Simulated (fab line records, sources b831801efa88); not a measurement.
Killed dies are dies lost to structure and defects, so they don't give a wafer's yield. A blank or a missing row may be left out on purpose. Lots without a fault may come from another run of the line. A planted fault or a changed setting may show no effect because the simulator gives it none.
Which tool did it? | flow gf180mcu | 14 lots, 42 wafers sampled, at 3 steps of a route of 602

WHAT THE GAUGES READ, wafer by wafer
GF_VT_IMPLANT_OVL_MEAS_40. Usual: VT_IMPLANT_03_OVL 1.2 nm, standard deviation 1.4.
lot  | measured     | on         | VT_IMPLANT_03_OVL (nm) | flag
L181 | day 7 15:19  | overlay-02 | 3.5 2.4 0.4            |
L182 | day 7 19:46  | overlay-02 | 0.2 -0.1 -1.1          |
L183 | day 8 04:26  | overlay-02 | 0.3 -1.7 -1.3          |
L184 | day 8 09:53  | overlay-02 | 0.4 -0.6 -0.6          |
L185 | day 8 15:19  | overlay-02 | -1.6 2.0 0.6           |
L186 | day 9 02:38  | overlay-01 | 0.8 3.2 1.3            |
L187 | day 9 04:56  | overlay-01 | 0.1 -1.6 2.3           |
L188 | day 9 13:04  | overlay-01 | 0.2 -0.6 1.8           |
L192 | day 10 15:48 | overlay-02 | 2.5 0.2 4.1            |
L195 | day 11 12:10 | overlay-01 | -0.1 0.8 0.4           |
L196 | day 11 21:02 | overlay-01 | 0.9 0.4 2.8            |
L201 | day 13 03:23 | overlay-01 | 4.2 3.1 0.9            |
L203 | day 13 16:09 | overlay-02 | 2.5 3.0 1.8            |
L204 | day 13 23:03 | overlay-02 | 3.2 1.5 4.8            |

GF_HV_LDD_CD_MEAS_07: target cd 400 nm. Usual: cd_nm 400.4 nm, standard deviation 2.1.
lot  | measured     | on        | cd_nm (nm)        | flag
L181 | day 10 03:57 | cd_sem-02 | 400.3 399.4 401.4 |
L182 | day 10 06:59 | cd_sem-01 | 402.0 403.1 401.4 |
L183 | day 10 16:25 | cd_sem-01 | 398.4 400.6 399.0 |
L184 | day 10 20:55 | cd_sem-01 | 397.0 396.1 396.4 |
L185 | day 11 07:05 | cd_sem-01 | 401.7 402.7 402.1 |
L186 | day 11 23:04 | cd_sem-01 | 401.6 400.0 399.7 |
L187 | day 11 22:37 | cd_sem-01 | 402.9 401.4 405.2 |
L188 | day 12 07:41 | cd_sem-01 | 399.0 399.9 401.1 |
L192 | day 13 14:25 | cd_sem-01 | 403.7 403.0 403.1 |
L195 | day 14 09:58 | cd_sem-01 | 400.4 401.7 402.7 |
L196 | day 14 23:32 | cd_sem-01 | 401.4 399.1 401.0 |
L201 | day 16 04:04 | cd_sem-02 | 398.4 400.3 400.9 |
L203 | day 17 02:43 | cd_sem-02 | 403.2 403.1 403.0 |
L204 | day 17 06:34 | cd_sem-02 | 398.2 398.8 396.5 |

WHICH TOOL RAN EACH LOT (tool, then ch and the chambers of the sampled wafers, then the start)
lot  | GF_POLY_GATE_SOFTBAKE_06
L181 | litho_track-04 ch 0, day 8 23:00
L182 | litho_track-04 ch 0, day 9 02:00
L183 | litho_track-02 ch 0, day 9 11:00
L184 | litho_track-04 ch 0, day 9 17:00
L185 | litho_track-01 ch 0, day 10 00:00
L186 | litho_track-01 ch 0, day 10 13:00
L187 | litho_track-02 ch 0, day 10 14:00
L188 | litho_track-04 ch 0, day 11 00:00
L192 | litho_track-01 ch 0, day 12 07:00
L195 | litho_track-02 ch 0, day 13 00:00
L196 | litho_track-02 ch 0, day 13 08:00
L201 | litho_track-01 ch 0, day 14 18:00
L203 | litho_track-01 ch 0, day 15 11:00
L204 | litho_track-04 ch 0, day 15 19:00
- GF_POLY_GATE_SOFTBAKE_06: time 60 s.

WHAT THE TOOLS THEMSELVES READ (means of the sampled wafers that have a number; where no wafer has one, the mark that the record gives instead)
GF_POLY_GATE_SOFTBAKE_06. Usual: run_length_s 89.31 s, standard deviation 0.15.
lot  | tool           | run_length_s (s) | flag
L181 | litho_track-04 | 89.28            |
L182 | litho_track-04 | 89.39            |
L183 | litho_track-02 | 89.48            |
L184 | litho_track-04 | 89.27            |
L185 | litho_track-01 | 89.15            |
L186 | litho_track-01 | 89.18            |
L187 | litho_track-02 | 89.35            |
L188 | litho_track-04 | 89.38            |
L192 | litho_track-01 | 89.17            |
L195 | litho_track-02 | 92.42            | OFF
L196 | litho_track-02 | 92.38            | OFF
L201 | litho_track-01 | 89.38            |
L203 | litho_track-01 | 89.28            |
L204 | litho_track-04 | 89.32            |

THE ANSWER, worked out from the rows above alone
Rule: a lot is off if the mean of its wafers that have a number lies more than 3 standard deviations from the usual mean. A lot without any number at a reading at which 4 lots or more have one is off too. The other lots that the step has rows for count as sound. The gauges are gone through in route order, then the tools' own readings, and for those a lot's mean is taken as printed above. The first step at which some lot is off is used, and at that step the reading that is off furthest; a lot without a number counts as furthest.
Off: L195, L196, at GF_POLY_GATE_SOFTBAKE_06 (run_length_s).
A tool fits if, at that step or a process step before it, it ran every lot that is off, and no sound lot after the first of them. One fits: litho_track-02 at GF_POLY_GATE_SOFTBAKE_06. Its last sound lot is L187 (day 10 14:00), its first lot that is off L195 (day 13 00:00): a fault that began between those two fits.
The tool's own readings at GF_POLY_GATE_SOFTBAKE_06 bear it out: on the lots that are off they differ by more than 5 times the standard deviation of the sound lots' means. run_length_s reads 92.40 s there against 89.30 s on the sound lots.

WHAT THE SIMULATOR HAD PUT IN
Process parameter drift: litho_track-02, from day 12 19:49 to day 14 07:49, at GF_POLY_GATE_SOFTBAKE_06. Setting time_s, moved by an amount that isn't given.
Lots struck among those shown: L195, L196. The rule above found the same.
